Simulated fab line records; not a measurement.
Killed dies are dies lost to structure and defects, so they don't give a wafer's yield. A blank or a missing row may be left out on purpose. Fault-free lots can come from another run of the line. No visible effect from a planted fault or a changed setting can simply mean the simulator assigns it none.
A lot that was struck, set against a sound lot	flow sky130	29 steps out of a route of 708
Sound: these wafers, L536.1, L536.4, L536.5. Wafers L530.1, L530.4, L530.5 were the ones struck. The cause comes at the end.
For every step that has rows: the tool of each side, followed by ch and its chambers, followed by its first start. Under that, the readings that differ: sound wafers	struck wafers	difference of the means	sigmas: that difference in standard deviations of wafers without a fault.
alike: readings whose means differ by less than 2 such deviations, and words and numbers that are the same on both sides. not compared: withheld readings, readings that some wafer has no value for, bounds like >300 that may hide the same value, and numbers for which the record gives no deviation and whose values overlap.
A row with sigmas, a row that says differs or no value, or rows on one side alone: a step with any of these is where the two part. When numbers do not overlap yet have no deviation, they are printed without sigmas and do not part them. A reading that every wafer of one side lacks parts them only if that side has two wafers or more.

first, 1 step without rows for these wafers: SKY_LDD_HVN_IMPLANT_08.
SKY_LDD_HVN_STRIP_09: strips in O2/N2.
  sound on plasma_asher-03 ch 0,1, day 27 01:57; struck on plasma_asher-03 ch 0,1, day 24 22:17
  alike: chamber_pressure_mTorr, drypump_motor_current_A, oes_product_au, strip_time_to_endpoint_s
  not compared: rf_hours_counter_h
SKY_LDD_HVN_TW_MEAS_10:
  sound on film_metro-02 at day 27 02:03; struck on film_metro-02 at day 24 22:23
  alike: LDD_HVN_TW
then, 7 steps without rows for these wafers: SKY_LDD_HVP_DEHYDRATE_00 (time 60 s); SKY_LDD_HVP_HMDS_01 (prime time 60 s); SKY_LDD_HVP_COAT_02 (resist thk 300 nm); SKY_LDD_HVP_SOFTBAKE_03 (time 60 s); SKY_LDD_HVP_EXPOSE_04 (exposes mask HVPTM, target cd 700 nm); SKY_LDD_HVP_PEB_05; SKY_LDD_HVP_DEVELOP_06 (develop time 60 s).
SKY_LDD_HVP_OVL_MEAS_07:
  sound on overlay-02 at day 28 06:58; struck on overlay-01 at day 26 03:37
  alike: LDD_HVP_OVL
following that, these wafers have no rows for 1 step: SKY_LDD_HVP_IMPLANT_08.
SKY_LDD_HVP_STRIP_09: strips in O2/N2.
  sound on plasma_asher-01 ch 0,1, day 28 07:08; struck on plasma_asher-01 ch 0, day 26 03:48
  no value came back on the struck wafers for any of 5 readings (chamber_pressure_mTorr (mTorr), drypump_motor_current_A (A) and others); on the sound wafers chamber_pressure_mTorr (mTorr) reads 1501.8 1501.2 1503.3
reading	sound	struck	difference	sigmas
model.NOVOLAK_of_LDD_HVP_COAT_02.thk_nm (nm)	0 0 0	299.5 300.5 299.6	+299.9	
  not compared: rf_hours_counter_h
SKY_LDD_HVP_TW_MEAS_10:
  sound on film_metro-03 at day 28 07:14; struck on film_metro-04 at day 26 03:54
reading	sound	struck	difference	sigmas
LDD_HVP_TW	466 467 467	451 451 452	-15	-2
then, 7 steps without rows for these wafers: SKY_LDD_LDN_DEHYDRATE_00 (time 60 s); SKY_LDD_LDN_HMDS_01 (prime time 60 s); SKY_LDD_LDN_COAT_02 (resist thk 1140 nm); SKY_LDD_LDN_SOFTBAKE_03 (time 60 s); SKY_LDD_LDN_EXPOSE_04 (exposes mask LDNTM, target cd 700 nm); SKY_LDD_LDN_PEB_05; SKY_LDD_LDN_DEVELOP_06 (develop time 60 s).
SKY_LDD_LDN_OVL_MEAS_07:
  sound on overlay-02 at day 29 11:49; struck on overlay-02 at day 27 08:36
  alike: LDD_LDN_OVL
then, 4 steps without rows for these wafers: SKY_LDD_LDN_IMPLANT_08; SKY_LDD_LDN_IMPLANT_09; SKY_LDD_LDN_IMPLANT_10; SKY_LDD_LDN_IMPLANT_11.
SKY_LDD_LDN_STRIP_12: strips in O2/N2.
  sound on plasma_asher-04 ch 0,1, day 29 12:26; struck on plasma_asher-02 ch 0,1, day 27 09:14
reading	sound	struck	difference	sigmas
strip_time_to_endpoint_s (s)	14.15 14.18 14.18	18.77 18.79 18.74	+4.60	+99 or more
  alike: chamber_pressure_mTorr, drypump_motor_current_A, oes_product_au
  not compared: rf_hours_counter_h
SKY_LDD_LDN_TW_MEAS_13:
  sound on film_metro-04 at day 29 12:32; struck on film_metro-04 at day 27 09:34
reading	sound	struck	difference	sigmas
LDD_LDN_TW	1464 1464 1456	30 30 30	-1431	-68
  not compared: hold
SKY_PAD_OPEN_PROBE_99:
  the record has rows for the sound wafers here (prober-01, day 50 04:39) and none for the struck ones

== WHERE THEY PART ==
Last at SKY_PAD_OPEN_PROBE_99 as far as this record goes, first at SKY_LDD_HVP_STRIP_09.

WHY: whatever the simulator had introduced
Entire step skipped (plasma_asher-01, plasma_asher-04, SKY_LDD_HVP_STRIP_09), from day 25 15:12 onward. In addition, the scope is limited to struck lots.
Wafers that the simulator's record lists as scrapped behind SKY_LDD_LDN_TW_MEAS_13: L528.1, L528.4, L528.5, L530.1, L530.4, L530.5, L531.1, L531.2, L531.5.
